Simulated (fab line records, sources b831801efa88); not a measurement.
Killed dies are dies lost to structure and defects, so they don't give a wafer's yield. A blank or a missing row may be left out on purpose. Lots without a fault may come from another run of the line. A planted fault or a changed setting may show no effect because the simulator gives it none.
Which tool did it? | flow sfq_line | 8 lots, 24 wafers sampled, at 2 steps of a route of 325

WHAT THE GAUGES READ, wafer by wafer
SFQ_I1_OVL_MEAS_913.
lot  | measured     | on         | I1_OVL (nm)
L625 | day 26 00:50 | overlay-02 | 4 5 -3
L629 | day 27 23:46 | overlay-01 | 6 6 6
L631 | day 28 20:25 | overlay-01 | 52 50 59
L633 | day 29 14:25 | overlay-01 | 61 63 59
L638 | day 31 12:41 | overlay-02 | 1 3 6
L641 | day 34 01:53 | overlay-02 | 9 8 9
L644 | day 39 23:58 | overlay-02 | 0 4 8
L646 | day 41 02:21 | overlay-01 | 9 6 9

WHICH TOOL RAN EACH LOT (tool, then ch and the chambers of the sampled wafers, then the start)
lot  | SFQ_TRILAYER_I1_VIA_LITHO_EXPOSE_050
L625 | krf_scanner-01 ch 0, day 25 23:20
L629 | krf_scanner-02 ch 0, day 27 22:16
L631 | krf_scanner-02 ch 0, day 28 19:07
L633 | krf_scanner-02 ch 0, day 29 13:07
L638 | krf_scanner-01 ch 0, day 31 11:11
L641 | krf_scanner-01 ch 0, day 34 00:47
L644 | krf_scanner-01 ch 0, day 39 22:51
L646 | krf_scanner-01 ch 0, day 41 00:51
- SFQ_TRILAYER_I1_VIA_LITHO_EXPOSE_050: exposes mask I1, target cd 500 nm.

THE ANSWER, worked out from the rows above alone
Rule: what is usual is taken from the lots themselves. Put in order of their means at a reading, lots are off if they are a third of the lots or fewer, leave a main group of 4 or more, and stand apart from it by a gap of 3 or more times the standard deviation of the main group's means; of several such gaps the widest counts. A main group whose means are all the same, to the digits that the tables above print for the reading, isn't used. A lot without any number at a reading at which 4 lots or more have one is off too. The other lots that the step has rows for count as sound.
Off: L631, L633, at SFQ_I1_OVL_MEAS_913 (I1_OVL). The main group: mean 5 nm, standard deviation 2.4.
A tool fits if, at a process step before that reading, it ran every lot that is off, and no sound lot after the first of them. The gauges at SFQ_I1_OVL_MEAS_913 are tried like those tools. One fits: krf_scanner-02 at SFQ_TRILAYER_I1_VIA_LITHO_EXPOSE_050. Its last sound lot is L629 (day 27 22:16), its first lot that is off L631 (day 28 19:07): a fault that began between those two fits.

WHAT THE SIMULATOR HAD PUT IN
Scanner matching overlay: krf_scanner-02, from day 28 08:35 on, at SFQ_TRILAYER_I1_VIA_LITHO_EXPOSE_050. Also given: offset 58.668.
Lots struck among those shown: L631, L633. The rule above found the same.
